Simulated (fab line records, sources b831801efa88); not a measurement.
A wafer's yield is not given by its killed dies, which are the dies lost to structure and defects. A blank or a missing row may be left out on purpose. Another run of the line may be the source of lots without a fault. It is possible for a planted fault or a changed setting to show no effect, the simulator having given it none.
One fault seen from 2 desks | flow sfq_line | numbers are kept per desk, each desk with only its own; the story behind them comes last

THE TOOL OWNER'S DESK: furnace-02
The tool's own readings at SFQ_TRILAYER_INCOMING_OXIDATION_002 (target thk 500 nm, ox time 4939 s): means of the sampled wafers that have a number, for each lot that ran on this tool. The brackets show how far a lot's mean lies from the usual mean; more than 4 standard deviations puts the lot out of limits, marked OUT.
Columns: A = spike_tc_centre_C at SFQ_TRILAYER_INCOMING_OXIDATION_002, usual 1000.3 C; B = spike_tc_lower_C at SFQ_TRILAYER_INCOMING_OXIDATION_002, usual 1000.0 C; C = spike_tc_top_C at SFQ_TRILAYER_INCOMING_OXIDATION_002, usual 1009.2 C; D = spike_tc_upper_C at SFQ_TRILAYER_INCOMING_OXIDATION_002, usual 999.5 C; E = tube_center_temp_C at SFQ_TRILAYER_INCOMING_OXIDATION_002, usual 1000 C; F = tube_center_temp_C_max at SFQ_TRILAYER_INCOMING_OXIDATION_002, usual 1002.6; G = zone_power_upper_pct at SFQ_TRILAYER_INCOMING_OXIDATION_002, usual 22.3 %
lot  | first seen here | A                | B                | C      | D                | E             | F               | G
L717 | day 1 10:07     | 999.5            | 1000.1           | 1007.7 | 999.6            | 1000          | 1002.5          | 20.0
L721 | day 2 06:07     | 999.4            | 999.4            | 1006.5 | 998.8            | 1000          | 1002.1          | 20.1
L723 | day 2 16:07     | 999.2            | 999.1            | 1006.6 | 998.3            | 1000          | 1002.7          | 20.1
L727 | day 3 12:07     | 1000.1           | 1000.0           | 1005.6 | 999.6            | 1000          | 1002.3          | 20.2
L731 | day 4 08:07     | 999.6            | 998.6            | 1006.5 | 1000.0           | 1000          | 1002.6          | 20.2
L733 | day 4 18:13     | 992.4 (-5.6) OUT | 993.1 (-7.2) OUT | 999.9  | 992.3 (-7.2) OUT | 993 (-82) OUT | 995.3 (-17) OUT | 20.0
L735 | day 5 04:07     | 992.9 (-5.3) OUT | 991.8 (-8.5) OUT | 998.5  | 992.3 (-7.2) OUT | 993 (-82) OUT | 994.8 (-19) OUT | 20.0
This desk finds L733, L735 out of limits, L733 being first, at day 4 18:13 (spike_tc_centre_C at SFQ_TRILAYER_INCOMING_OXIDATION_002). L717, L721, L723, L727, L731 stayed within limits.

FROM THE METROLOGY DESK
Lot by lot, what the gauges showed, no matter which tool ran the lot: averages of those sampled wafers that carry a number. The brackets show how far a lot's mean lies from the usual mean; more than 4 standard deviations puts the lot out of limits, marked OUT.
Columns: A = INCOMING_BOW at SFQ_INCOMING_BOW_MEAS_900, usual 0 um
lot  | first seen here | A
L717 | day 1 10:01     | -2
L718 | day 1 15:02     | -0
L720 | day 2 01:00     | 4
L721 | day 2 06:01     | -6
L722 | day 2 11:00     | 3
L723 | day 2 16:01     | 4
L726 | day 3 07:00     | -2
L727 | day 3 12:02     | 4
L731 | day 4 08:00     | 1
L733 | day 4 18:08     | -5
L735 | day 5 04:00     | 0
L736 | day 5 09:01     | -2
L738 | day 5 19:01     | 2
L740 | day 6 05:00     | -5
This desk's finding: nothing out of limits on any of the 14 lots.

BROUGHT TOGETHER
The tool owner's desk could have raised an alarm at day 4 18:13, on L733, L735.
Nothing out of limits was seen by the metrology desk.
The metrology desk holds a record of L733, L735, inside its limits.
All the named lots went through SFQ_TRILAYER_INCOMING_OXIDATION_002 on furnace-02.

WHAT WAS PUT IN BY THE SIMULATOR
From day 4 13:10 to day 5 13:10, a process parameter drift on furnace-02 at SFQ_TRILAYER_INCOMING_OXIDATION_002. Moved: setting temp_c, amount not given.
Lots struck among those shown: L733, L735.
Time in hours from fault onset to the first out-of-limits reading at each desk: the tool owner's desk, 5.
